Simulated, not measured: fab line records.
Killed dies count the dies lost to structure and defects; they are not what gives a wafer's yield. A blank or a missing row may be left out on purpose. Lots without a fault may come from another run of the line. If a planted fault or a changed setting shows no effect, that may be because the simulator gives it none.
Problem report, 8D (eight disciplines) form, completed by code | flow sky130 | the parts of the form that need people (team, actions taken, sign-off) are left out

== 1. THE ISSUE ==
plateTempC at SKY_METAL4_SOFTBAKE_09 reads a mean of 100.60 C on 3 wafers of 2 lots; wafers without a fault read 100.04 C with a standard deviation of 0.13. Measured from the usual mean, that is +4.3 standard deviations.
The step: time 90 s.
First seen on wafer L416.1, day 46 05:00, on lithoTrack-04. The record holds 33 wafers of 12 lots with a number at this step. Rule for "out" (also "out of limits"): further than 4 standard deviations from the usual mean. Any other wafer with a number is counted as sound.

== 2. WHAT THIS IS AND IS NOT ==
question                    | is                     | is not
which readings at this step | plateTempC             | -
which lots                  | L416, L417             | L399, L402, L404, L407, L409, L410, L415, L420, L421, L422
which wafers of those lots  | all that have a number | -
read on which tools         | lithoTrack-04          | lithoTrack-01, lithoTrack-02
when                        | from day 46 05:00      | up to then (21 sound wafers); but 9 sound wafers of L420, L421, L422 came after

== 3. SUSPECTS, AND WHAT RULES EACH OUT ==
Counting: a tool stays on the suspect list if, at a process step up to the reading, it processed all lots that are out and no sound lot following the first of them.
- rieMetal-02 at SKY_CAP2M_METAL_ETCH_13 (etches TiN in Cl2/BCl3, stops on SiO2, target depth 220 nm, time 62.9 s): kept. It ran every lot that is out, first L416 (day 45 19:28), and no sound lot after that.
- lithoTrack-04 at SKY_METAL4_SOFTBAKE_09 (time 90 s): kept. Every lot that is out went through it, starting with L416 (day 46 05:00), and after that it ran no sound lot; the last sound lot it ran before then is L409 (day 44 05:00). Out on those wafers are its own readings of plateTempC.
What counting leaves: rieMetal-02 at SKY_CAP2M_METAL_ETCH_13 and lithoTrack-04 at SKY_METAL4_SOFTBAKE_09.

== 4. THE CAUSE (what the simulator had put in) ==
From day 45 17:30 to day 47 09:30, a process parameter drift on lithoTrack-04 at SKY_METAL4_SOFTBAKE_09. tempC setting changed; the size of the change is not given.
This tool is one of the 2 suspects left after counting.

== 5. THE CHAIN OF EFFECTS, in route order ==
Each row: a reading where the mean over the struck wafers with a number is more than 3 standard deviations away from the usual. Only readings whose record carries a usual standard deviation are examined. hours: median over the lots of the time between each lot's start at the first step of this table that gives one and its start at this step. sigmas: the change, counted in usual standard deviations.
hours | step                   | reading           | usual    | on struck wafers | change | sigmas
0     | SKY_METAL4_SOFTBAKE_09 | heaterPowerTotalW | 57.34 W  | 57.83            | +0.49  | +4.1
0     | SKY_METAL4_SOFTBAKE_09 | plateTempC        | 100.04 C | 100.60           | +0.56  | +4.3
Here are the process steps it includes:
- SKY_METAL4_SOFTBAKE_09: time 90 s.

== 6. WHAT WOULD HAVE CAUGHT IT SOONER ==
The fault began at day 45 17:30; the first out-of-limits reading in this record came at day 46 05:00, 12 hours later.
